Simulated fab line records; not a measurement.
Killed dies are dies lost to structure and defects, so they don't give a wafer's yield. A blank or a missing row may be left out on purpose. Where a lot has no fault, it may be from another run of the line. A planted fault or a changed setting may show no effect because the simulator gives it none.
Matching of chambers + flow sky130 + 4 sister chambers for SKY_VIA1_ETCH_15 on rieDiel-01
The step etches SiO2 in C4F8/O2/Ar, stops on TiN, target depth 351 nm, time 54 s. 8 wafers are shown with their chamber, then 12 later ones without.

== WAFERS, EACH WITH ITS CHAMBER ==
| wafer  | chamber | biasW (W) | oesProductAu (a.u.) |
|--------|---------|-----------|---------------------|
| L085.6 | 1       | 1196      | 0.981               |
| L086.4 | 2       | 1199      | 0.982               |
| L086.6 | 1       | 1193      | 0.975               |
| L088.2 | 3       | 1198      | 0.981               |
| L088.5 | 2       | 1205      | 0.976               |
| L089.3 | 3       | 1194      | 0.979               |
| L089.4 | 0       | 1199      | 0.973               |
| L089.5 | 0       | 1202      | 0.977               |

== WAFERS MISSING THEIR CHAMBER ==
| wafer  | biasW (W) | oesProductAu (a.u.) |
|--------|-----------|---------------------|
| L090.1 | 1196      | 0.971               |
| L090.4 | 1207      | 0.984               |
| L090.6 | 1195      | 0.970               |
| L091.3 | 1199      | 0.975               |
| L091.5 | 1199      | 0.977               |
| L091.6 | 1202      | 0.986               |
| L095.1 | 1196      | 0.972               |
| L095.2 | 1205      | 0.979               |
| L095.4 | 1200      | 0.970               |
| L097.2 | 1201      | 0.978               |
| L097.3 | 1196      | 0.984               |
| L097.5 | 1195      | 0.976               |

== EACH ONE'S CHAMBER ==
| wafer  | from the rows above               | in truth |
|--------|-----------------------------------|----------|
| L090.1 | can't be placed: 0 or 1 or 3 or 2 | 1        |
| L090.4 | can't be placed: 2 or 0 or 3      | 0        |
| L090.6 | can't be placed: 1 or 0 or 3 or 2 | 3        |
| L091.3 | can't be placed: 0 or 2 or 1 or 3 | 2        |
| L091.5 | can't be placed: 0 or 2 or 3 or 1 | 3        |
| L091.6 | can't be placed: 2 or 3 or 0 or 1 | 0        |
| L095.1 | can't be placed: 0 or 1 or 3 or 2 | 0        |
| L095.2 | can't be placed: 2 or 0           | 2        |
| L095.4 | can't be placed: 0 or 2 or 1 or 3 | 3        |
| L097.2 | can't be placed: 2 or 0 or 3 or 1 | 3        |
| L097.3 | can't be placed: 3 or 1 or 2 or 0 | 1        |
| L097.5 | can't be placed: 1 or 3 or 0 or 2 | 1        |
Correctly placed: 0 of 12. Cannot be placed on the basis of these rows: 12; the candidates contain the true chamber in 12. 0 placed wrongly.
How it was worked out, from the rows above alone: a wafer's distance from a chamber is the root of the sum, over the readings, of the square of ((its reading less the chamber's mean) divided by the reading's scatter). The wafer belongs to the nearest chamber; if the next one is less than 2 further off, it can't be placed. A chamber's mean is the mean of its shown wafers. How the scatter is found: for the shown wafers, subtract from each reading the mean of its chamber, square and add these, divide the total by (wafers less chambers), then take the root.
